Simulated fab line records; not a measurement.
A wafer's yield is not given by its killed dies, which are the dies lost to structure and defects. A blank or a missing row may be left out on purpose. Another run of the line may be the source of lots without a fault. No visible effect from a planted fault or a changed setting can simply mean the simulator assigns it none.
fab line records    flow gf180mcu
[record] lots = 14  wafers = 42  lastDay = 34
route steps=602 shown M4@461 V4@480
lots that met no fault: taken from a fault-free run of the same line
startH: hours from the record's opening day to when the first of the lot's shown wafers began    waitH: hours from the lot's prior step to this one    " the same as in the row above    L1.1+2: several wafers, shown together as one row    - either no value or no given start    * or withheld: withheld    < > ~ a bound
route shown NAME@n: names a module that has steps shown in the file, with the first one's number in the route    usual: mean/standard deviation taken from wafers without a fault    same: alike in all rows    chamber/n: place in a boat    sites: each site's reading    _std_site: standard deviation across them    _edge_site: the outer-site mean with the inner-site mean subtracted    radiusMm: how far each site lies from the wafer's centre    mask NAME#n: copy n    behind: tool/chamber where the wafer was last shaped    hold: what put the lot on hold/how long, in hours/how the hold closed    device: the transistor (n, p or np) that didn't switch    end of line: tests run on the same wafers once the route is complete    step lacking rows: just its recipe    killed: the dies lost at the first sort to structure and to defects; this is not the yield of the wafer    map: a wafer's dies, x killed, . not, _ none there
set.NAME: the setting as run; set.NAME@STEP: as run at that earlier step    model.NAME: the simulator's own value behind a step, which no gauge read
route steps across a sampled set of lots; one table per step, one row per wafer
services: the hour from which a tool's chamber was out of use, counted from the record's first day as startH (under 0 if before that day), plus the number of hours and why
[[steps]]
[step GF_M4_RS_MEAS_05]
[recipe] thkMeasGauge = four-point-probe  reads = TiN_of_M4_SPUTTER_04+Ti_of_M4_SPUTTER_03+AlCu_of_M4_SPUTTER_02+TiN_of_M4_SPUTTER_01+Ti_of_M4_SPUTTER_00
[usual] M4_ALCU_RS = 0.0696/0.00072
lot.wafer  tool          chamber  startH  waitH  M4_ALCU_RS[ohm/sq]
L302.1     filmMetro-04  -        512.75  0.0    0.0697
L302.4     "             -        "       "      0.0691
L302.6     "             -        "       "      0.0695
L304.1     filmMetro-01  -        524.03  0.0    0.0683
L304.2     "             -        "       "      0.0688
L304.4     "             -        "       "      0.0690
L305.4     filmMetro-04  -        539.25  0.1    0.0685
L305.5     "             -        "       "      0.0703
L305.6     "             -        "       "      0.0691
L306.1     filmMetro-01  -        556.02  0.0    0.0688
L306.4     "             -        "       "      0.0703
L306.5     "             -        "       "      0.0686
L309.1     filmMetro-04  -        599.16  0.0    0.0714
L309.2     "             -        "       "      0.0701
L309.3     "             -        "       "      0.0710
L310.2     filmMetro-01  -        599.50  0.0    0.0700
L310.4     "             -        "       "      0.0702
L310.6     "             -        "       "      0.0705
L314.3     filmMetro-04  -        618.70  0.1    0.0700
L314.5     "             -        "       "      0.0700
L314.6     "             -        "       "      0.0704
L316.1     filmMetro-01  -        625.15  0.0    0.0703
L316.4     "             -        "       "      0.0690
L316.5     "             -        "       "      0.0697
L315.2     filmMetro-02  -        625.51  0.0    0.0691
L315.3     "             -        "       "      0.0690
L315.5     "             -        "       "      0.0691
L318.3     filmMetro-01  -        645.34  0.1    0.0692
L318.4     "             -        "       "      0.0700
L318.5     "             -        "       "      0.0695
L320.4     filmMetro-01  -        651.32  0.1    0.0695
L320.5     "             -        "       "      0.0688
L320.6     "             -        "       "      0.0699
L323.4     filmMetro-02  -        667.67  0.1    0.0702
L323.5     "             -        "       "      0.0704
L323.6     "             -        "       "      0.0691
L324.1     filmMetro-04  -        673.12  0.0    0.0683
L324.3     "             -        "       "      0.0689
L324.4     "             -        "       "      0.0689
L325.2     filmMetro-04  -        681.73  0.0    0.0694
L325.3     "             -        "       "      0.0702
L325.5     "             -        "       "      0.0696
[step GF_V4_CMP_04]
[recipe] material = SiO2  downForcePsi = 4  platenRpm = 60  padVelocityMS = 0.94248
[usual] motorCurrentA = 11.7/1  timeToEndpointS = 81/6.4
lot.wafer  tool    chamber  startH  waitH  motorCurrentA  timeToEndpointS
L302.4     cmp-02  3        536.82  0.0    12.3           84
L302.1     "       0        "       "      11.0           78
L302.6     "       3        "       "      11.5           82
L304.1     cmp-02  3        547.41  0.3    12.2           81
L304.2     "       0        "       "      11.3           81
L304.4     "       2        "       "      9.8            85
L305.4     cmp-02  2        562.76  0.2    9.7            84
L305.6     "       3        "       "      11.1           92
L305.5     "       0        "       "      10.6           95
L306.1     cmp-02  0        578.72  0.1    11.2           88
L306.4     "       1        "       "      13.2           79
L306.5     "       2        "       "      9.9            89
L309.1     cmp-02  1        620.56  0.1    12.5           77
L309.2     "       2        "       "      10.0           75
L309.3     "       0        "       "      10.6           92
L310.2     cmp-01  2        620.92  0.1    11.8           87
L310.4     "       3        "       "      10.8           82
L310.6     "       1        "       "      12.5           87
L314.3     cmp-02  1        639.55  0.2    11.8           73
L314.6     "       1        "       "      13.2           76
L314.5     "       2        "       "      9.4            79
L316.1     cmp-01  2        646.09  0.1    12.5           82
L316.4     "       1        "       "      12.4           84
L316.5     "       2        "       "      12.3           75
L315.2     cmp-01  3        646.39  0.2    11.7           73
L315.3     "       0        "       "      12.0           76
L315.5     "       0        "       "      12.3           78
L318.3     cmp-01  0        665.46  0.0    12.2           82
L318.4     "       2        "       "      12.9           81
L318.5     "       1        "       "      12.4           92
L320.4     cmp-01  0        671.41  0.2    12.1           74
L320.6     "       1        "       "      12.8           88
L320.5     "       2        "       "      11.8           91
L323.4     cmp-02  1        687.39  0.2    13.3           74
L323.5     "       2        "       "      9.8            79
L323.6     "       3        "       "      12.3           78
L324.4     cmp-01  2        692.43  0.0    12.2           85
L324.1     "       3        "       "      11.2           71
L324.3     "       1        "       "      12.5           82
L325.2     cmp-01  1        700.69  0.1    13.3           77
L325.3     "       0        "       "      12.4           72
L325.5     "       2        "       "      11.6           85
[step GF_V4_EXPOSE_11]
[recipe] maskId = Via4  targetCdNm = 260  na = 0.68  sourceShape = conventional  sigmaOuter = 0.6  doseMj = 38
[usual] exposureDoseMJCm2 = 38.4/0.38  focusOffsetNm = -0.1/0.54
lot.wafer  tool           chamber  startH  waitH  mask    exposureDoseMJCm2  focusOffsetNm
L302.1     krfScanner-02  0        548.38  -      Via4#0  38.7               -0.3
L302.4     "              0        "       "      Via4#0  38.7               -0.4
L302.6     "              0        "       "      Via4#0  38.8               0.3
L304.1     krfScanner-01  0        559.32  -      Via4#0  38.0               -0.5
L304.2     "              0        "       "      Via4#0  38.0               -1.0
L304.4     "              0        "       "      Via4#0  38.0               -1.1
L305.4     krfScanner-02  0        573.96  -      Via4#0  38.7               0.3
L305.5     "              0        "       "      Via4#0  38.7               0.0
L305.6     "              0        "       "      Via4#0  38.7               1.0
L306.1     krfScanner-01  0        590.12  -      Via4#0  38.0               0.5
L306.4     "              0        "       "      Via4#0  38.0               0.3
L306.5     "              0        "       "      Via4#0  38.0               -0.5
L309.1     krfScanner-02  0        630.38  -      Via4#0  38.8               -0.2
L309.2     "              0        "       "      Via4#0  38.7               -0.7
L309.3     "              0        "       "      Via4#0  38.7               0.0
L310.2     krfScanner-02  0        630.66  -      Via4#0  38.7               0.3
L310.4     "              0        "       "      Via4#0  38.7               1.0
L310.6     "              0        "       "      Via4#0  38.7               0.8
L314.3     krfScanner-02  -        649.68  -      Via4#0  -                  -
L314.5     "              -        "       "      Via4#0  -                  -
L314.6     "              -        "       "      Via4#0  -                  -
L316.1     krfScanner-01  -        656.56  -      Via4#0  -                  -
L316.4     "              -        "       "      Via4#0  -                  -
L316.5     "              -        "       "      Via4#0  -                  -
L315.2     krfScanner-01  0        656.91  -      Via4#0  37.9               -1.1
L315.3     "              0        "       "      Via4#0  37.9               -0.2
L315.5     "              0        "       "      Via4#0  37.9               -0.7
L318.3     krfScanner-02  0        675.66  -      Via4#0  38.8               0.8
L318.4     "              0        "       "      Via4#0  38.7               0.0
L318.5     "              0        "       "      Via4#0  38.7               0.1
L320.4     krfScanner-01  0        681.82  -      Via4#0  38.1               -0.6
L320.5     "              0        "       "      Via4#0  38.0               0.2
L320.6     "              0        "       "      Via4#0  38.0               -0.5
L323.4     krfScanner-01  0        697.70  -      Via4#0  38.0               0.4
L323.5     "              0        "       "      Via4#0  38.0               -0.7
L323.6     "              0        "       "      Via4#0  38.0               -0.9
L324.1     krfScanner-01  0        702.23  -      Via4#0  38.0               0.4
L324.3     "              0        "       "      Via4#0  38.1               0.5
L324.4     "              0        "       "      Via4#0  38.0               -0.8
L325.2     krfScanner-01  0        709.41  -      Via4#0  38.0               -1.0
L325.3     "              0        "       "      Via4#0  38.0               -1.2
L325.5     "              0        "       "      Via4#0  38.0               0.1
[step GF_V4_SPUTTER_22]
[recipe] material = TiN  targetThkNm = 10  chamberPressurePa = 5  powerW = 4000  timeS = 40
[usual] throttleValvePct = 30.4/0.83
lot.wafer  tool           chamber  startH  waitH  throttleValvePct
L302.1     pvdSputter-03  -        560.06  0.0    29.7
L302.4     "              -        "       "      30.0
L302.6     "              -        "       "      29.9
L304.1     pvdSputter-03  -        571.06  0.0    29.9
L304.2     "              -        "       "      30.0
L304.4     "              -        "       "      31.2
L305.4     pvdSputter-01  -        585.13  0.0    30.8
L305.5     "              -        "       "      31.8
L305.6     "              -        "       "      31.1
L306.1     pvdSputter-01  -        600.67  0.0    30.4
L306.4     "              -        "       "      31.4
L306.5     "              -        "       "      31.2
L309.1     pvdSputter-03  -        640.94  0.0    29.9
L309.2     "              -        "       "      29.9
L309.3     "              -        "       "      29.8
L310.2     pvdSputter-03  -        641.56  0.0    30.0
L310.4     "              -        "       "      31.1
L310.6     "              -        "       "      30.1
L314.3     pvdSputter-04  -        660.30  0.0    29.2
L314.5     "              -        "       "      29.5
L314.6     "              -        "       "      29.3
L316.1     pvdSputter-01  -        666.76  0.0    31.6
L316.4     "              -        "       "      29.6
L316.5     "              -        "       "      30.8
L315.2     pvdSputter-04  -        667.11  0.0    29.5
L315.3     "              -        "       "      28.9
L315.5     "              -        "       "      29.8
L318.3     pvdSputter-03  -        686.07  0.0    30.9
L318.4     "              -        "       "      29.7
L318.5     "              -        "       "      29.9
L320.4     pvdSputter-04  -        691.26  0.0    29.9
L320.5     "              -        "       "      29.3
L320.6     "              -        "       "      29.9
L323.4     pvdSputter-01  -        707.40  0.0    31.6
L323.5     "              -        "       "      31.8
L323.6     "              -        "       "      30.7
L324.1     pvdSputter-01  -        712.27  0.0    30.9
L324.3     "              -        "       "      31.8
L324.4     "              -        "       "      29.8
L325.2     pvdSputter-01  -        719.37  0.0    30.6
L325.3     "              -        "       "      31.4
L325.5     "              -        "       "      29.6
[[services]]
tool           chamber  startH  hours  kind
pvdSputter-03  -        519.83  20.9   repair
cmp-02         -        538.27  1.2    repair
cmp-01         -        544.59  4.8    pm
cmp-02         -        560.83  0.2    repair
cmp-02         -        572.00  4.0    pm
krfScanner-02  -        576.00  0.8    pm
krfScanner-01  -        579.52  1.3    pm
krfScanner-02  -        596.73  1.0    pm
cmp-01         -        612.90  0.3    repair
krfScanner-02  -        625.14  1.3    pm
cmp-01         -        629.91  1.7    repair
krfScanner-01  -        630.55  1.0    pm
cmp-02         -        633.20  1.1    repair
krfScanner-02  -        639.22  6.0    repair
krfScanner-01  -        646.52  0.8    pm
krfScanner-02  -        654.11  0.7    repair
cmp-02         -        662.42  4.5    pm
pvdSputter-03  -        665.66  4.7    repair
pvdSputter-03  -        671.52  2.2    repair
krfScanner-01  -        674.34  4.0    pm
cmp-02         -        685.39  0.6    repair
pvdSputter-03  -        701.04  1.0    repair
krfScanner-02  -        701.33  0.8    repair
cmp-01         -        712.49  1.9    repair
[[key]]
[firstSign] step = GF_V4_EXPOSE_11  reading = toolRecord  direction = missing
effect none on later readings
metAt GF_V4_EXPOSE_11
struckLots L314,L316
laterRowsLeftOut L314.3,L314.5,L314.6,L316.1,L316.4,L316.5
sortLeftOut L314.3,L314.5,L314.6,L316.1,L316.4,L316.5
notActingAt GF_M4_RS_MEAS_05,GF_V4_CMP_04,GF_V4_SPUTTER_22
onsetBetween 630.66 649.68
[fault] kind = skippedStepWhole  tool = krfScanner-01,krfScanner-02  chamber = -  onsetH = 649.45  steps = GF_V4_EXPOSE_11  scope = struckLotsOnly
// sortLeftOut: the simulated sort isn't trusted on such a fault, so these wafers' sort isn't shown, and their yield isn't known
// laterRowsLeftOut: the simulator's readings of these wafers behind a module that went badly wrong aren't trusted and aren't shown, but for the sort
